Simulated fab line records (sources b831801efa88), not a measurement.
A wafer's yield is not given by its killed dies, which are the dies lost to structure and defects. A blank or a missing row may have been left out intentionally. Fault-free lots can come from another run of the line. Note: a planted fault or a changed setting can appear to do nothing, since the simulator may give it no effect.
Problem report, 8D (eight disciplines) form, completed by code | flow sky130 | the parts of the form that need people (team, actions taken, sign-off) are left out

== 1. WHAT IS WRONG ==
Mean of spin-speed-rpm at SKY_RES_PROTECT_COAT_02: 2806.6 rpm across 9 wafers in 3 lots; on wafers with no fault it is 3000.1 rpm (standard deviation 1.5). That is -99 or more standard deviations from the usual mean.
The step: resist thk 1140 nm.
First seen on wafer L455.1, day 21 08:19, on litho-track-04. The record has a number at this step for 45 wafers belonging to 15 lots. By rule, "out" or "out of limits" means more than 4 standard deviations away from the usual mean. Any other wafer with a number is counted as sound.

== 2. WHAT IT IS AND WHAT IT IS NOT ==
question                    | is                     | is not
which readings at this step | spin-speed-rpm         | -
which lots                  | L455, L456, L457       | L436, L437, L438, L439, L440, L441, L443, L444, L447, L448, L449, L454
which wafers of those lots  | all that have a number | -
read on which tools         | litho-track-04         | litho-track-02, litho-track-03
when                        | from day 21 08:19      | up to then (36 sound wafers)

== 3. SUSPECTS, AND WHAT RULES EACH OUT ==
Counting: a tool at any process step up to the reading remains a suspect when it ran all the lots that are out and ran no sound lot after the first of those.
- litho-track-04 at SKY_RES_PROTECT_COAT_02 (resist thk 1140 nm): kept. All lots that are out passed through it, beginning with L455 at day 21 08:19, and no sound lot followed; its final sound lot before that point was L449 at day 19 00:16. On those wafers its own readings are out: spin-speed-rpm.
After counting, what remains is litho-track-04 at SKY_RES_PROTECT_COAT_02.

== 4. THE CAUSE (what the simulator had put in) ==
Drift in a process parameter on litho-track-04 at SKY_RES_PROTECT_COAT_02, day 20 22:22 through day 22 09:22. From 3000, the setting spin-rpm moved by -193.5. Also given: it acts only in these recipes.
After counting, this tool was the only one left.

== 5. THE CHAIN OF EFFECTS, in route order ==
Each row: a reading where the mean over the struck wafers with a number is more than 3 standard deviations away from the usual. Only readings whose record carries a usual standard deviation are examined. hours: median over the lots of the time between each lot's start at the first step of this table that gives one and its start at this step. sigmas: the change, counted in usual standard deviations.
hours | step                     | reading                  | usual      | on struck wafers | change | sigmas
0     | SKY_RES_PROTECT_COAT_02  | spin-speed-rpm           | 3000.1 rpm | 2806.6           | -193.5 | -99 or more
16    | SKY_RES_PROTECT_STRIP_07 | strip-time-to-endpoint-s | 23.28 s    | 23.70            | +0.42  | +11
The process steps in it:
- SKY_RES_PROTECT_COAT_02: resist thk 1140 nm.
- SKY_RES_PROTECT_STRIP_07: strips in O2/N2.

== 6. WHAT WOULD HAVE CAUGHT IT SOONER ==
The fault began at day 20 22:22; the first out-of-limits reading in this record came at day 21 08:19, 10 hours later.
